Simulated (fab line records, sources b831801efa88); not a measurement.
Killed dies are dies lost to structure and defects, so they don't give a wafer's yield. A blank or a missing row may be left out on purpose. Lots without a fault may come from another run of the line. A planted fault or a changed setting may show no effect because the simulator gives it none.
Chamber matching | flow sky130 | SKY_VIA1_HDPCVD_00 on hdpcvd-01: 3 sister chambers
The step deposits SiO2, target thk 1030 nm, time 171.7 s. 14 wafers are shown with their chamber, then 6 later ones without.

WAFERS WITH THEIR CHAMBER
wafer  | chamber | sih4_flow_sccm (sccm)
L361.1 | 2       | 59.90
L361.3 | 0       | 59.99
L361.6 | 0       | 60.09
L364.2 | 0       | 59.86
L364.3 | 2       | 60.07
L364.6 | 0       | 60.01
L367.1 | 2       | 60.12
L367.3 | 1       | 59.95
L367.4 | 0       | 60.28
L369.2 | 2       | 59.74
L369.3 | 1       | 60.10
L369.5 | 0       | 60.11
L374.1 | 0       | 60.19
L374.3 | 1       | 60.51

SIGNATURES (means of the wafers above)
reading        | chamber 0 | chamber 1 | chamber 2 | scatter within a chamber
sih4_flow_sccm | 60.0757   | 60.1867   | 59.9575   | 0.184
Rule: a wafer's distance from a chamber is the root of the sum, over the readings, of the square of ((its reading less the chamber's mean) divided by the reading's scatter). The wafer belongs to the nearest chamber; if the next one is less than 2 further off, it can't be placed. The scatter: the root of (the sum of the squares of (reading less its chamber's mean) over the shown wafers, divided by (wafers less chambers)).

WAFERS WITHOUT THEIR CHAMBER
wafer  | sih4_flow_sccm (sccm)
L374.5 | 60.35
L376.1 | 60.00
L376.5 | 60.10
L376.6 | 59.86
L378.2 | 59.93
L381.1 | 60.28

WHICH CHAMBER EACH WENT THROUGH
wafer  | from the rows above          | in truth
L374.5 | can't be placed: 1 or 0 or 2 | 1
L376.1 | can't be placed: 2 or 0 or 1 | 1
L376.5 | can't be placed: 0 or 1 or 2 | 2
L376.6 | can't be placed: 2 or 0 or 1 | 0
L378.2 | can't be placed: 2 or 0 or 1 | 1
L381.1 | can't be placed: 1 or 0 or 2 | 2
Placed correctly: 0 of 6. Can't be placed from these rows: 6 (the true chamber is among the candidates in 6). Placed wrongly: 0.
